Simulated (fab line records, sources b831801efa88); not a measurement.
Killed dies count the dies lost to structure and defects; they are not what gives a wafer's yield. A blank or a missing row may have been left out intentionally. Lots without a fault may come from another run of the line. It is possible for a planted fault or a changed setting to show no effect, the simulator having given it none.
Chamber matching + flow gf180mcu + GF_PASSIVATION_CVD_02 on pecvd-01: 3 sister chambers
The step deposits Si3N4, target thk 700 nm, time 486.18 s. 20 wafers are shown with their chamber, then 10 later ones without.

WAFERS PAIRED WITH THEIR CHAMBERS
| wafer  | chamber | heater-power-w (W) | heater-power-outer-w (W) |
|--------|---------|--------------------|--------------------------|
| L077.2 | 1       | 721                | 410                      |
| L077.3 | 0       | 693                | 432                      |
| L077.4 | 1       | 768                | 444                      |
| L078.1 | 0       | 627                | 380                      |
| L078.4 | 1       | 770                | 464                      |
| L078.5 | 0       | 680                | 411                      |
| L079.2 | 1       | 779                | 458                      |
| L079.4 | 2       | 630                | 365                      |
| L079.5 | 0       | 618                | 363                      |
| L080.1 | 1       | 760                | 446                      |
| L080.5 | 0       | 658                | 395                      |
| L080.6 | 2       | 601                | 335                      |
| L082.1 | 1       | 790                | 469                      |
| L082.3 | 0       | 664                | 390                      |
| L082.6 | 1       | 638                | 370                      |
| L083.2 | 1       | 797                | 476                      |
| L083.5 | 0       | 682                | 404                      |
| L083.6 | 1       | 651                | 365                      |
| L090.2 | 2       | 640                | 356                      |
| L090.4 | 0       | 582                | 329                      |

SIGNATURES (means of the wafers above)
| reading              | chamber 0 | chamber 1 | chamber 2 | scatter within a chamber |
|----------------------|-----------|-----------|-----------|--------------------------|
| heater-power-w       | 650.50    | 741.56    | 623.67    | 47.9                     |
| heater-power-outer-w | 388.00    | 433.56    | 352.00    | 35.6                     |
Rule: for each reading, subtract the chamber's mean from the wafer's reading, divide by that reading's scatter and square the result; add these up over the readings and take the root, which gives the wafer's distance from the chamber. If the next closest chamber is less than 2 further off than the closest, the wafer can't be placed; otherwise it belongs to the closest. The scatter: take each reading less its chamber's mean, square it, sum over the shown wafers, divide by the number of wafers less the number of chambers, and take the root.

WAFERS WHOSE CHAMBER IS MISSING
| wafer  | heater-power-w (W) | heater-power-outer-w (W) |
|--------|--------------------|--------------------------|
| L090.6 | 779                | 465                      |
| L091.1 | 708                | 419                      |
| L091.2 | 514                | 275                      |
| L091.3 | 673                | 413                      |
| L092.2 | 605                | 353                      |
| L092.4 | 655                | 380                      |
| L092.6 | 646                | 370                      |
| L096.1 | 652                | 384                      |
| L096.2 | 764                | 475                      |
| L096.4 | 672                | 414                      |

THE CHAMBER EACH PASSED THROUGH
| wafer  | from the rows above          | in truth |
|--------|------------------------------|----------|
| L090.6 | 1                            | 1        |
| L091.1 | can't be placed: 1 or 0 or 2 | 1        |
| L091.2 | can't be placed: 2 or 0      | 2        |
| L091.3 | can't be placed: 0 or 1 or 2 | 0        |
| L092.2 | can't be placed: 2 or 0      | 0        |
| L092.4 | can't be placed: 0 or 2      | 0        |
| L092.6 | can't be placed: 0 or 2      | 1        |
| L096.1 | can't be placed: 0 or 2      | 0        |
| L096.2 | 1                            | 1        |
| L096.4 | can't be placed: 0 or 1 or 2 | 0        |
Placed correctly: 2 of 10. Cannot be placed on the basis of these rows: 8; the candidates contain the true chamber in 7. Placed wrongly: 0.
